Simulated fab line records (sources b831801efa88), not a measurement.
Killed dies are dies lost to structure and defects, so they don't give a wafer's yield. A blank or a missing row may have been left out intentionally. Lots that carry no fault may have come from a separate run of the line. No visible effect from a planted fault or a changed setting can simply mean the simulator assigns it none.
Which tool is to blame?    flow sfq_line    13 lots with 39 wafers sampled at 2 steps, on a route of 325 steps

== WHAT EACH GAUGE READ, for each wafer ==
The record lacks any reading of a measuring or inspecting step that a usual standard deviation could be used to judge.

== TOOL THAT RAN EACH LOT (tool first, then ch and the chambers of the sampled wafers, then the start) ==
lot   SFQ_TRILAYER_L0_CAP_PECVD_011   SFQ_TRILAYER_L0_VIA_ETCH_VIA_ETCH_016
L473  pecvd-01 ch 0,1,2, day 4 11:05  rie_diel-04 ch 2,3, day 7 14:20
L475  pecvd-01 ch 0,1,2, day 4 23:07  rie_diel-01 ch 1,2, day 8 03:40
L476  pecvd-02 ch 0,1,2, day 5 02:41  rie_diel-02 ch 0,1,2, day 8 08:03
L477  pecvd-02 ch 0,1,2, day 5 07:29  rie_diel-04 ch 1,2,3, day 8 12:49
L478  pecvd-03 ch 0,1,2, day 5 09:53  rie_diel-02 ch 1,2, day 8 16:25
L479  pecvd-02 ch 0,1, day 5 11:05    rie_diel-04 ch 1,2, day 8 17:37
L484  pecvd-03 ch 1,2, day 6 16:25    rie_diel-02 ch 0,3, day 9 23:37
L488  pecvd-03 ch 0,2, day 7 19:27    rie_diel-02 ch 0,2,3, day 11 04:23
L489  pecvd-03 ch 0,1,2, day 8 02:04  rie_diel-01 ch 0,1,2, day 11 15:11
L492  pecvd-02 ch 0,1,2, day 8 19:37  rie_diel-02 ch 2,3, day 12 13:34
L493  pecvd-03 ch 1,2, day 9 02:49    rie_diel-01 ch 1,3, day 12 23:10
L494  pecvd-01 ch 0,1,2, day 9 05:13  rie_diel-04 ch 0,1,2, day 13 01:34
L495  pecvd-01 ch 0,1, day 9 11:15    rie_diel-01 ch 0,2, day 13 02:46
- SFQ_TRILAYER_L0_CAP_PECVD_011: deposits SiO2 from SiH4/N2O, time 13.333 s, target thk 60 nm.
- SFQ_TRILAYER_L0_VIA_ETCH_VIA_ETCH_016: etches SiO2 in CHF3, stops on MoNx KI, target depth 80 nm.

== WHAT THE TOOLS THEMSELVES READ (means of the sampled wafers that have a number; where no wafer has one, the mark that the record gives instead) ==
SFQ_TRILAYER_L0_CAP_PECVD_011.
lot   tool      heater_power_w (W)  rf_fwd_power_W (W)  throttle_valve_pct (%)
L473  pecvd-01  80                  180.2               25.9
L475  pecvd-01  88                  180.0               26.1
L476  pecvd-02  72                  180.8               25.8
L477  pecvd-02  71                  179.8               26.2
L478  pecvd-03  89                  179.2               25.1
L479  pecvd-02  72                  181.5               25.5
L484  pecvd-03  83                  179.1               24.9
L488  pecvd-03  91                  179.4               25.6
L489  pecvd-03  91                  179.4               25.2
L492  pecvd-02  70                  180.1               25.9
L493  pecvd-03  79                  178.9               25.0
L494  pecvd-01  84                  180.0               26.0
L495  pecvd-01  93                  179.3               26.4

SFQ_TRILAYER_L0_VIA_ETCH_VIA_ETCH_016.
lot   tool         drypump_motor_current_A (A)  oes_product_au (a.u.)  rf_fwd_power_W (W)
L473  rie_diel-04  5.5                          0.839                  496.0
L475  rie_diel-01  5.8                          0.843                  493.8
L476  rie_diel-02  5.7                          0.846                  495.6
L477  rie_diel-04  5.3                          0.844                  495.6
L478  rie_diel-02  5.4                          0.840                  493.3
L479  rie_diel-04  5.1                          0.805                  495.3
L484  rie_diel-02  6.0                          0.845                  495.1
L488  rie_diel-02  5.8                          0.842                  494.9
L489  rie_diel-01  5.8                          0.851                  494.3
L492  rie_diel-02  5.5                          0.838                  494.2
L493  rie_diel-01  5.4                          0.846                  495.5
L494  rie_diel-04  5.5                          0.838                  497.3
L495  rie_diel-01  5.8                          0.843                  492.9

== THE ANSWER, worked out from the rows above alone ==
Rule: the lots themselves supply what counts as usual. The widest of any qualifying gaps counts: lots, ordered by their means at a reading, are off when they make up no more than a third of the lots, leave a main group of 4 or more, and stand apart from it by 3 or more times the standard deviation of that group's means. The tables above print the reading to a certain number of digits; a main group whose means all agree to those digits is not used. A lot without any number at a reading at which 4 lots or more have one is off too. All remaining lots with rows at the step are treated as sound. Order of review: gauges by route order, followed by the tools' own readings, for which a lot's mean as printed above is used. At the first step where some lot is off, the reading lying furthest off is the one used; lots without a number count as furthest.
Off: L479, at SFQ_TRILAYER_L0_VIA_ETCH_VIA_ETCH_016 (oes_product_au). For the main group the mean is 0.843 a.u. and the standard deviation 0.0037.
A tool fits if, at that step or a process step before it, it ran every lot that is off, and no sound lot after the first of them. None of those tried fits.

== WHAT THE SIMULATOR PUT IN ==
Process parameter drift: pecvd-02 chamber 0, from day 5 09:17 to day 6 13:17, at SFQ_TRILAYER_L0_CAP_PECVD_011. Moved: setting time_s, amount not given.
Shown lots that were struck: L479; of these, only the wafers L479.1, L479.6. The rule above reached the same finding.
